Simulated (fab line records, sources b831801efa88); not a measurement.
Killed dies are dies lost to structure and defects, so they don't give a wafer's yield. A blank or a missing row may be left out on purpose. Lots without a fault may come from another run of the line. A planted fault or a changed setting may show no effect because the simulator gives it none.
Problem report in the 8D (eight disciplines) form, filled by code | flow gf180mcu | the parts of the form that need people (team, actions taken, sign-off) are left out

1. THE PROBLEM
oes_product_au at GF_POLY_GATE_ETCH_13 reads a mean of 0.825 a.u. on 6 wafers of 2 lots; wafers without a fault read 0.994 a.u. with a standard deviation of 0.0084. That is -20 standard deviations from the usual mean.
The step: etches poly-Si in HBr/Cl2, stops on SiO2, target depth 198.5 nm, time 69.6 s.
First seen on wafer L843.3, day 13 14:44, on rie_si-02. The record holds 18 wafers of 6 lots with a number at this step. Rule for "out", or "out of limits": more than 4 standard deviations from the usual mean. The other wafers with a number count as sound.

2. WHAT IT IS AND WHAT IT IS NOT
question                    | is                     | is not
which readings at this step | oes_product_au         | bias_w, throttle_valve_pct
which lots                  | L843, L845             | L829, L831, L848, L850
which wafers of those lots  | all that have a number | -
read on which tools         | rie_si-02              | rie_si-01
when                        | from day 13 14:44      | up to then (6 sound wafers); but 6 sound wafers of L848, L850 came after

3. SUSPECTS, AND WHAT RULES EACH OUT
Counting: a tool at a process step up to the reading stays a suspect if it ran every lot that is out and no sound lot after the first of them.
- rie_diel-03 at GF_POLY_GATE_ETCH_12 (etches BARC in N2/H2): ruled out as a lasting fault. Sound lots L850 ran on it after its first lot that is out, L843 (day 13 14:41).
- rie_si-02 at GF_POLY_GATE_ETCH_13 (etches poly-Si in HBr/Cl2, stops on SiO2, target depth 198.5 nm, time 69.6 s): kept. It ran every lot that is out, first L843 (day 13 14:44), and no sound lot after that; its last sound lot up to then is L831 (day 10 05:29). Its own readings are out on those wafers: oes_product_au.
Left after counting: rie_si-02 at GF_POLY_GATE_ETCH_13.

4. THE CAUSE (what the simulator had put in)
Process parameter drift: rie_si-02, from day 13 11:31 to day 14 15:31, at GF_POLY_GATE_ETCH_13. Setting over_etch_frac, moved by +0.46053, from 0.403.
Counting left only this tool.

5. THE CHAIN OF EFFECTS, in route order
Each row: a reading whose mean over the struck wafers that have a number lies more than 3 standard deviations from the usual. Only readings for which the record gives a usual standard deviation are gone through. hours: the time from each lot's start at the first step in this table that gives one to its start at this step, as a median over the lots. sigmas: the change in usual standard deviations.
hours | step                 | reading        | usual      | on struck wafers | change | sigmas
0     | GF_POLY_GATE_ETCH_13 | oes_product_au | 0.994 a.u. | 0.825            | -0.169 | -20
The process steps in it:
- GF_POLY_GATE_ETCH_13: etches poly-Si in HBr/Cl2, stops on SiO2, target depth 198.5 nm, time 69.6 s.

6. WHAT WOULD HAVE CAUGHT IT SOONER
In this record the first reading out of limits was taken at day 13 14:44, 3 hours after the fault began at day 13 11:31.
